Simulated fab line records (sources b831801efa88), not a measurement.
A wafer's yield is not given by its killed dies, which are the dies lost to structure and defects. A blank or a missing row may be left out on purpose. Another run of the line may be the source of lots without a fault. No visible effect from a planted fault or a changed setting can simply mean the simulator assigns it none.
fab line records | flow gf180mcu
record: lots: 13 wafers: 39 lastDay: 34
route steps=602 shown NWELL@46 VT_IMPLANT@97 V1@356
lots that met no fault: from a run of the same line without faults
startH: hours from the record's first day to the start of the lot's first wafer shown | waitH: how many hours have passed since the lot's step before this one | " repeats the value in the row above | L1.1+2: one row covering several wafers at once | - either no value or no given start | * or withheld: withheld | < > ~ a bound
route shown NAME@n: NAME is a module with steps in the file, n the number in the route of the first one | usual: the fault-free wafers' mean and standard deviation | same: alike in all rows | chamber/n: place in a boat | sites: readings site by site | _std_site: the values' standard deviation | _edge_site: mean of outer sites minus mean of inner sites | radiusMm: for every site, how far away it sits from the centre of the wafer | mask NAME#n: copy n | behind: tool/chamber where the wafer was last shaped | hold: why the lot was held/for how many hours/how that ended | device: transistor that didn't switch, given as n, p or np | end of line: the same wafers' tests at the end of the route | for a step that has no rows: nothing shown but its recipe | killed: dies lost to structure and defects at the first sort, not the wafer's yield | map: a wafer's dies, x killed, . not, _ none there
set.NAME: the setting the step ran with; set.NAME@STEP: the setting that earlier step ran with | model.NAME: the simulator's own value behind a step, which no gauge read
route steps across a sampled set of lots; one table per step, one row per wafer
services: from which hour (startH, from the record's first day; less than 0 if before it) a tool's chamber was out of use, for how many hours, and why
== steps ==
step: GF_NWELL_EXPOSE_04
recipe: maskId: Nwell targetCdNm: 860 na: 0.6 sourceShape: conventional sigmaOuter: 0.6 doseMj: 260
usual: stageVelMmS: 500.02/0.22
columns lot.wafer tool chamber startH waitH mask stageVelMmS
L363.3 ilineStepper-02 0 49.10 - Nwell#0 500.15
L363.4 " 0 " " Nwell#0 500.16
L363.5 " 0 " " Nwell#0 500.06
L364.2 ilineStepper-01 0 55.21 - Nwell#0 499.99
L364.3 " 0 " " Nwell#0 499.66
L364.4 " 0 " " Nwell#0 500.26
L365.2 ilineStepper-02 0 59.72 - Nwell#0 500.22
L365.4 " 0 " " Nwell#0 499.79
L365.6 " 0 " " Nwell#0 500.05
L366.1 ilineStepper-01 0 66.90 - Nwell#0 500.21
L366.3 " 0 " " Nwell#0 500.02
L366.5 " 0 " " Nwell#0 499.96
L368.1 ilineStepper-01 0 76.38 - Nwell#0 499.92
L368.4 " 0 " " Nwell#0 499.88
L368.6 " 0 " " Nwell#0 499.98
L369.3 ilineStepper-02 0 80.93 - Nwell_R1#0 500.02
L369.5 " 0 " " Nwell_R1#0 499.63
L369.6 " 0 " " Nwell_R1#0 499.75
L379.2 ilineStepper-02 0 134.37 - Nwell#0 500.00
L379.4 " 0 " " Nwell#0 499.78
L379.5 " 0 " " Nwell#0 500.25
L380.4 ilineStepper-02 0 142.72 - Nwell#0 500.08
L380.5 " 0 " " Nwell#0 500.24
L380.6 " 0 " " Nwell#0 500.45
L381.1 ilineStepper-01 0 147.00 - Nwell#0 500.45
L381.2 " 0 " " Nwell#0 500.15
L381.3 " 0 " " Nwell#0 500.18
L383.2 ilineStepper-02 0 154.65 - Nwell#0 499.89
L383.3 " 0 " " Nwell#0 500.22
L383.4 " 0 " " Nwell#0 500.04
L384.1 ilineStepper-01 0 173.68 - Nwell#0 499.68
L384.2 " 0 " " Nwell#0 499.59
L384.6 " 0 " " Nwell#0 499.68
L385.1 ilineStepper-02 0 173.92 - Nwell#0 500.01
L385.2 " 0 " " Nwell#0 499.74
L385.4 " 0 " " Nwell#0 499.97
L386.1 ilineStepper-02 0 178.40 - Nwell#0 499.87
L386.2 " 0 " " Nwell#0 500.19
L386.3 " 0 " " Nwell#0 499.84
step: GF_VT_IMPLANT_OVL_MEAS_07
usual: VT_IMPLANT_OVL: 0.9/1.2
columns lot.wafer tool chamber startH waitH VT_IMPLANT_OVL[nm]
L363.3 overlay-01 - 112.94 0.1 0.4
L363.4 " - " " 1.4
L363.5 " - " " 0.9
L364.2 overlay-02 - 119.63 0.1 -0.1
L364.3 " - " " -0.8
L364.4 " - " " -0.4
L365.2 overlay-02 - 122.26 0.1 0.2
L365.4 " - " " -0.9
L365.6 " - " " -0.5
L366.1 overlay-02 - 130.51 0.1 -0.3
L366.3 " - " " 1.2
L366.5 " - " " 2.2
L368.1 overlay-01 - 142.75 0.1 -1.3
L368.4 " - " " -0.3
L368.6 " - " " -1.0
L369.3 overlay-02 - 147.47 0.1 1.0
L369.5 " - " " 2.0
L369.6 " - " " 0.2
L379.2 overlay-02 - 209.37 0.1 0.0
L379.4 " - " " 1.0
L379.5 " - " " 2.6
L380.4 overlay-01 - 218.73 0.1 4.3
L380.5 " - " " 3.3
L380.6 " - " " 2.1
L381.1 overlay-01 - 221.86 0.1 2.1
L381.2 " - " " 0.6
L381.3 " - " " 0.9
L383.2 overlay-01 - 232.76 0.1 0.8
L383.3 " - " " 0.8
L383.4 " - " " 1.4
L384.1 overlay-01 - 253.16 0.1 0.4
L384.2 " - " " 1.0
L384.6 " - " " -1.0
L385.1 overlay-02 - 253.95 0.1 0.1
L385.2 " - " " 0.2
L385.4 " - " " -0.1
L386.1 overlay-01 - 257.40 0.1 -0.2
L386.2 " - " " 1.1
L386.3 " - " " 0.3
step: GF_V1_SPUTTER_21
recipe: material: Ti targetThkNm: 15 chamberPressurePa: 5 powerW: 2500 substrateTempC: 200 timeS: 80.02
usual: throttleValvePct: 30.6/1.1
same: timeS: 80.02
columns lot.wafer tool chamber startH waitH throttleValvePct
L363.3 pvdSputter-04 - 412.42 0.0 32.3
L363.4 " - " " 30.9
L363.5 " - " " 31.1
L364.2 pvdSputter-03 - 430.49 0.0 29.4
L364.3 " - " " 31.5
L364.4 " - " " 31.1
L366.1 pvdSputter-02 - 439.77 0.0 31.0
L366.3 " - " " 28.0
L366.5 " - " " 27.6
L365.2 pvdSputter-03 - 441.99 0.0 30.4
L365.4 " - " " 31.5
L365.6 " - " " 30.3
L368.1 pvdSputter-04 - 463.49 0.0 31.4
L368.4 " - " " 30.9
L368.6 " - " " 30.9
L369.3 pvdSputter-03 - 467.04 0.0 29.5
L369.5 " - " " 31.6
L369.6 " - " " 30.3
L379.2 pvdSputter-02 - 549.39 0.0 30.9
L379.4 " - " " 30.6
L379.5 " - " " 31.2
L380.4 pvdSputter-04 - 567.65 0.0 32.2
L380.5 " - " " 30.1
L380.6 " - " " 30.7
L381.1 pvdSputter-04 - 569.68 0.0 32.0
L381.2 " - " " 31.3
L381.3 " - " " 30.2
L383.2 pvdSputter-04 - 580.61 0.0 30.0
L383.3 " - " " 31.4
L383.4 " - " " 32.1
L384.1 pvdSputter-02 - 608.20 0.0 27.6
L384.2 " - " " 30.5
L384.6 " - " " 27.8
L385.1 pvdSputter-04 - 608.60 0.0 31.4
L385.2 " - " " 30.9
L385.4 " - " " 32.2
L386.1 pvdSputter-04 - 611.89 0.0 30.3
L386.2 " - " " 31.3
L386.3 " - " " 32.5
step: GF_V1_THK_MEAS_25
recipe: thkMeasGauge: xrf reads: W_of_V1_CVD_23
usual: V1_W_THK: 356/6
columns lot.wafer tool chamber startH waitH V1_W_THK[nm]
L363.3 filmMetro-01 - 412.82 0.1 353
L363.4 " - " " 355
L363.5 " - " " 359
L364.2 filmMetro-01 - 430.83 0.1 352
L364.3 " - " " 354
L364.4 " - " " 344
L366.1 filmMetro-01 - 440.11 0.1 348
L366.3 " - " " 355
L366.5 " - " " 354
L365.2 filmMetro-01 - 442.45 0.1 346
L365.4 " - " " 346
L365.6 " - " " 344
L368.1 filmMetro-03 - 463.82 0.1 360
L368.4 " - " " 365
L368.6 " - " " 361
L369.3 filmMetro-01 - 467.39 0.1 349
L369.5 " - " " 357
L369.6 " - " " 351
L379.2 filmMetro-02 - 549.73 0.1 353
L379.4 " - " " 353
L379.5 " - " " 351
L380.4 filmMetro-03 - 568.01 0.1 364
L380.5 " - " " 362
L380.6 " - " " 355
L381.1 filmMetro-03 - 570.01 0.1 364
L381.2 " - " " 355
L381.3 " - " " 360
L383.2 filmMetro-02 - 580.95 0.1 364
L383.3 " - " " 367
L383.4 " - " " 368
L384.1 filmMetro-02 - 608.54 0.1 352
L384.2 " - " " 356
L384.6 " - " " 355
L385.1 filmMetro-01 - 608.93 0.1 351
L385.2 " - " " 349
L385.4 " - " " 348
L386.1 filmMetro-02 - 612.22 0.1 359
L386.2 " - " " 357
L386.3 " - " " 355
== services ==
columns tool chamber startH hours kind
pvdSputter-02 - 35.08 6.3 repair
ilineStepper-01 - 78.17 1.7 pm
ilineStepper-02 - 94.05 2.2 repair
ilineStepper-02 - 106.34 1.7 pm
ilineStepper-01 - 129.46 2.1 pm
ilineStepper-01 - 140.98 2.3 repair
pvdSputter-04 - 164.72 5.9 repair
pvdSputter-02 - 177.18 4.2 repair
pvdSputter-04 - 196.88 1.7 repair
pvdSputter-02 - 199.44 18.5 repair
pvdSputter-02 - 228.41 0.9 repair
ilineStepper-01 - 240.95 2.3 repair
ilineStepper-01 - 296.35 1.7 pm
pvdSputter-04 - 312.10 1.3 repair
ilineStepper-02 - 324.52 1.7 pm
ilineStepper-02 - 340.63 3.5 repair
pvdSputter-04 - 352.52 1.4 repair
ilineStepper-02 - 385.48 2.2 repair
pvdSputter-04 - 510.34 4.3 repair
ilineStepper-01 - 514.53 1.7 pm
ilineStepper-02 - 542.70 1.7 pm
ilineStepper-02 - 563.54 2.1 pm
ilineStepper-02 - 577.33 4.4 pm
pvdSputter-04 - 598.99 1.2 repair
== key ==
firstSign: step: GF_NWELL_EXPOSE_04 reading: mask direction: changed
effect none on later readings
metAt GF_NWELL_EXPOSE_04
struckLots L369
sortLeftOut L369.3,L369.5,L369.6
testerLeftOut L369
notActingAt GF_VT_IMPLANT_OVL_MEAS_07,GF_V1_SPUTTER_21,GF_V1_THK_MEAS_25
onsetBetween 59.72 80.93
fault: kind: wrongMask tool: any chamber: - onsetH: 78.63 steps: GF_NWELL_EXPOSE_04 auxCopy: Nwell_R1#0 cdOffsetNm: 129 scope: struckLotsOnly
testerLeftOut: of these lots the tester's yield and bins aren't shown, on N5 and GAA mostly nor the transistor test; their killed dies are dies lost to structure and defects alone, not to doping, threshold or leakage, so they don't give the yield
sortLeftOut: the simulated sort isn't trusted on such a fault, so these wafers' sort isn't shown, and their yield isn't known
